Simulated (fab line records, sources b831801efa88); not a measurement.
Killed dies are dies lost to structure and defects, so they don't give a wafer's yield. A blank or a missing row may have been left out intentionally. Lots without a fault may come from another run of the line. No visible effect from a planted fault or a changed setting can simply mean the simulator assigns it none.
What tool caused it? ; flow sky130 ; 14 lots, 42 wafers sampled, at 7 steps of a route of 708

WHAT THE GAUGES SHOWED, per wafer
SKY_SD_P_OVL_MEAS_08. Usual: for SD_P_OVL the level is 0.8 nm and the standard deviation is 1.3.
lot;measured;on;SD_P_OVL (nm);flag
L369;day 25 06:16;overlay-01;-0.4 -0.7 -0.2;
L370;day 25 11:22;overlay-02;2.3 1.1 2.5;
L371;day 26 06:37;overlay-02;1.7 1.3 0.5;
L372;day 26 15:09;overlay-02;1.2 0.7 -0.2;
L373;day 26 17:26;overlay-02;1.6 1.2 0.7;
L374;day 27 02:07;overlay-01;3.0 1.8 2.5;
L375;day 27 19:00;overlay-02;2.3 0.6 1.4;
L376;day 28 02:49;overlay-01;1.1 -2.2 0.6;
L377;day 28 08:54;overlay-02;0.9 1.3 0.4;
L384;day 32 04:31;overlay-01;0.2 1.4 2.2;
L385;day 32 07:06;overlay-01;2.6 1.8 1.2;
L387;day 32 18:44;overlay-02;-2.3 -1.4 -0.3;
L388;day 33 14:46;overlay-02;2.4 1.6 -0.3;
L391;day 33 17:22;overlay-01;2.0 0.5 1.3;

SKY_SD_N_TW_MEAS_12. Usual: for SD_N_TW the level is 3952 and the standard deviation is 26.
lot;measured;on;SD_N_TW;flag
L369;day 27 16:42;film metro-02;3944 3946 3941;
L370;day 27 21:51;film metro-01;3980 3986 4004;
L371;day 28 16:38;film metro-01;3989 3976 3992;
L372;day 29 01:08;film metro-02;3936 3941 3928;
L373;day 29 02:50;film metro-02;3961 3962 3952;
L374;day 29 10:29;film metro-02;3958 3932 3953;
L375;day 30 02:18;film metro-02;3983 3990 3972;
L376;day 30 11:20;film metro-01;1384 1383 1380;OFF
L377;day 30 16:46;film metro-03;1366 1369 1367;OFF
L384;day 34 10:38;film metro-02;3947 3949 3948;
L385;day 34 11:41;film metro-03;3952 3932 3945;
L387;day 35 00:11;film metro-01;3978 3961 3957;
L388;day 35 20:11;film metro-01;3957 3945 3947;
L391;day 35 22:08;film metro-03;3890 3907 3906;

SKY_SD_N_RS_MEAS_16: measures by four-point-probe. Usual: for SD_N_RS the level is 68.58 ohm/sq and the standard deviation is 0.13.
lot;measured;on;SD_N_RS (ohm/sq);flag
L369;day 27 16:59;film metro-03;68.34 68.36 68.56;
L370;day 27 22:09;film metro-02;68.70 68.65 68.85;
L371;day 28 16:55;film metro-03;68.76 68.58 68.44;
L372;day 29 01:25;film metro-01;68.48 68.46 68.47;
L373;day 29 03:08;film metro-01;68.50 68.55 68.55;
L374;day 29 10:46;film metro-02;68.72 68.68 68.71;
L375;day 30 02:36;film metro-03;68.37 68.45 68.45;
L376;day 30 11:37;film metro-02;442.42 442.12 441.68;OFF
L377;day 30 17:04;film metro-01;441.96 443.17 441.82;OFF
L384;day 34 10:59;film metro-02;68.72 68.72 68.69;
L385;day 34 11:58;film metro-01;68.77 68.61 68.51;
L387;day 35 00:28;film metro-03;68.40 68.46 68.44;
L388;day 35 20:28;film metro-02;68.69 68.61 68.71;
L391;day 35 22:25;film metro-01;68.48 68.59 68.60;

WHAT TOOL EACH LOT RAN ON (gives the tool, then ch and the chambers of the sampled wafers, and finally the start)
lot;SKY_LDD_HVP_STRIP_09;SKY_SD_N_IMPLANT_09;SKY_SD_N_STRIP_11;SKY_SD_N_RTA_14
L369;plasma asher-03 ch 0,1, day 21 10:23;implanter-04 ch 0, day 27 16:19;plasma asher-04 ch 0,1, day 27 16:35;rtp anneal-02 ch 0, day 27 16:49
L370;plasma asher-03 ch 0,1, day 21 16:19;implanter-01 ch 0, day 27 21:29;plasma asher-04 ch 0,1, day 27 21:46;rtp anneal-01 ch 0, day 27 21:58
L371;plasma asher-04 ch 0,1, day 21 23:32;implanter-01 ch 0, day 28 16:14;plasma asher-04 ch 0,1, day 28 16:32;rtp anneal-02 ch 0, day 28 16:44
L372;plasma asher-02 ch 0,1, day 22 21:28;implanter-02 ch 0, day 29 00:44;plasma asher-03 ch 0,1, day 29 01:02;rtp anneal-01 ch 0, day 29 01:15
L373;plasma asher-04 ch 0,1, day 22 23:28;implanter-04 ch 0, day 29 02:27;plasma asher-01 ch 0,1, day 29 02:44;rtp anneal-02 ch 0, day 29 02:57
L374;plasma asher-02 ch 1, day 23 09:31;implanter-01 ch 0, day 29 10:05;plasma asher-04 ch 1, day 29 10:23;rtp anneal-01 ch 0, day 29 10:36
L375;plasma asher-02 ch 0,1, day 24 01:36;implanter-01 ch 0, day 30 01:56;plasma asher-03 ch 0,1, day 30 02:13;rtp anneal-02 ch 0, day 30 02:25
L376;plasma asher-02 ch 0,1, day 24 10:01;implanter-02, day 30 10:56;plasma asher-01 ch 1, day 30 11:14;rtp anneal-01 ch 0, day 30 11:26
L377;plasma asher-02 ch 0,1, day 24 16:49;implanter-04, day 30 16:23;plasma asher-04 ch 0,1, day 30 16:40;rtp anneal-02 ch 0, day 30 16:53
L384;plasma asher-04 ch 0,1, day 28 16:08;implanter-01 ch 0, day 34 10:14;plasma asher-03 ch 0,1, day 34 10:32;rtp anneal-01 ch 0, day 34 10:49
L385;plasma asher-03 ch 0,1, day 28 17:20;implanter-02 ch 0, day 34 11:17;plasma asher-01 ch 0,1, day 34 11:35;rtp anneal-02 ch 0, day 34 11:47
L387;plasma asher-03 ch 0,1, day 29 06:49;implanter-04 ch 0, day 34 23:47;plasma asher-01 ch 0,1, day 35 00:05;rtp anneal-02 ch 0, day 35 00:17
L388;plasma asher-04 ch 0,1, day 30 03:52;implanter-04 ch 0, day 35 19:47;plasma asher-01 ch 0,1, day 35 20:05;rtp anneal-02 ch 0, day 35 20:18
L391;plasma asher-02 ch 0,1, day 30 05:07;implanter-04 ch 0, day 35 21:44;plasma asher-01 ch 0,1, day 35 22:02;rtp anneal-01 ch 0, day 35 22:14
- SKY_LDD_HVP_STRIP_09: strips in O2/N2.
- SKY_SD_N_IMPLANT_09
- SKY_SD_N_STRIP_11: strips in O2/N2.
- SKY_SD_N_RTA_14: time 2 s.

AS READ BY THE TOOLS THEMSELVES (means over the sampled wafers that have a number; for cases with no such wafer, the mark the record gives instead)
SKY_LDD_HVP_STRIP_09. Usual: drypump motor current A 5.76 A, standard deviation 0.26; n2 flow sccm 300.1 sccm, standard deviation 0.96; oes product au 0.408 a.u., standard deviation 0.0041; strip time to endpoint s 4.135 s, standard deviation 0.015.
lot;tool;drypump motor current A (A);n2 flow sccm (sccm);oes product au (a.u.);strip time to endpoint s (s);flag
L369;plasma asher-03;5.47;299.7;0.412;4.137;
L370;plasma asher-03;5.44;300.8;0.412;4.136;
L371;plasma asher-04;5.74;299.9;0.409;4.133;
L372;plasma asher-02;6.00;299.1;0.409;4.126;
L373;plasma asher-04;5.72;299.7;0.411;4.152;
L374;plasma asher-02;6.10;299.2;0.409;4.131;
L375;plasma asher-02;6.03;301.3;0.413;4.139;
L376;plasma asher-02;6.00;300.4;0.406;4.138;
L377;plasma asher-02;6.05;300.1;0.407;4.142;
L384;plasma asher-04;5.72;299.6;0.408;4.118;
L385;plasma asher-03;5.33;299.8;0.407;4.136;
L387;plasma asher-03;5.34;299.9;0.411;4.149;
L388;plasma asher-04;5.74;301.3;0.411;4.133;
L391;plasma asher-02;6.00;300.0;0.410;4.137;

SKY_SD_N_IMPLANT_09. Usual: beam energy keV 50.003, standard deviation 0.015; beam on s 19.0 s, standard deviation 1.9.
lot;tool;beam energy keV;beam on s (s);flag
L369;implanter-04;50.026;18.4;
L370;implanter-01;50.024;17.7;
L371;implanter-01;50.005;17.8;
L372;implanter-02;50.006;22.4;
L373;implanter-04;50.012;18.2;
L374;implanter-01;49.996;17.8;
L375;implanter-01;49.996;17.2;
L376;implanter-02;-;-;OFF
L377;implanter-04;-;-;OFF
L384;implanter-01;49.995;17.5;
L385;implanter-02;50.027;22.3;
L387;implanter-04;49.982;18.3;
L388;implanter-04;50.006;18.5;
L391;implanter-04;50.011;18.3;

SKY_SD_N_STRIP_11. Usual: drypump motor current A 5.8 A, standard deviation 0.41; n2 flow sccm 300.1 sccm, standard deviation 0.97; oes product au 0.528 a.u., standard deviation 0.0046; strip time to endpoint s 22.55 s, standard deviation 0.045.
lot;tool;drypump motor current A (A);n2 flow sccm (sccm);oes product au (a.u.);strip time to endpoint s (s);flag
L369;plasma asher-04;5.8;300.9;0.531;22.51;
L370;plasma asher-04;5.7;301.1;0.527;22.51;
L371;plasma asher-04;5.7;300.4;0.528;22.58;
L372;plasma asher-03;5.3;299.1;0.524;22.55;
L373;plasma asher-01;6.3;299.6;0.529;22.51;
L374;plasma asher-04;5.7;300.2;0.527;22.46;
L375;plasma asher-03;5.3;300.3;0.530;22.52;
L376;plasma asher-01;6.6;299.6;0.715;14.20;OFF
L377;plasma asher-04;5.8;300.4;0.715;14.14;OFF
L384;plasma asher-03;5.3;300.3;0.534;22.49;
L385;plasma asher-01;5.9;299.8;0.524;22.53;
L387;plasma asher-01;5.9;299.9;0.528;22.54;
L388;plasma asher-01;5.9;300.1;0.534;22.63;
L391;plasma asher-01;5.9;300.5;0.528;22.59;

SKY_SD_N_RTA_14. Usual: lamp power pct 15.74 %, standard deviation 0.049; wafer_temp_C_max 1078.3, standard deviation 1.4.
lot;tool;lamp power pct (%);wafer_temp_C_max;flag
L369;rtp anneal-02;15.69;1078.8;
L370;rtp anneal-01;15.76;1078.7;
L371;rtp anneal-02;15.77;1077.6;
L372;rtp anneal-01;15.73;1077.7;
L373;rtp anneal-02;15.73;1078.0;
L374;rtp anneal-01;15.79;1077.1;
L375;rtp anneal-02;15.66;1078.9;
L376;rtp anneal-01;15.68;1079.4;
L377;rtp anneal-02;15.76;1077.5;
L384;rtp anneal-01;15.77;1078.0;
L385;rtp anneal-02;15.71;1078.2;
L387;rtp anneal-02;15.76;1078.0;
L388;rtp anneal-02;15.71;1078.2;
L391;rtp anneal-01;15.70;1077.6;

THE ANSWER, worked out from the rows above alone
Rule: take the mean of a lot's wafers that have a number; if it is more than 3 standard deviations from the usual mean, the lot is off. A lot without any number at a reading at which 4 lots or more have one is off too. Where the step has rows for the other lots, those lots are counted as sound. The gauges are gone through in route order, then the tools' own readings, and for those a lot's mean is taken as printed above. At the first step where some lot is off, the reading lying furthest off is the one used; lots without a number count as furthest.
Off: L376, L377, at SKY_SD_N_TW_MEAS_12 (SD_N_TW).
If a tool, at a process step before that reading, ran all the lots that are off and no sound lot after the first of them, it fits. The gauges at SKY_SD_N_TW_MEAS_12 aren't tried: what is off there is off at SKY_SD_N_IMPLANT_09 too, on other tools, and a gauge's error can't cause that. None of those tried fits.

WHAT WAS PUT IN BY THE SIMULATOR
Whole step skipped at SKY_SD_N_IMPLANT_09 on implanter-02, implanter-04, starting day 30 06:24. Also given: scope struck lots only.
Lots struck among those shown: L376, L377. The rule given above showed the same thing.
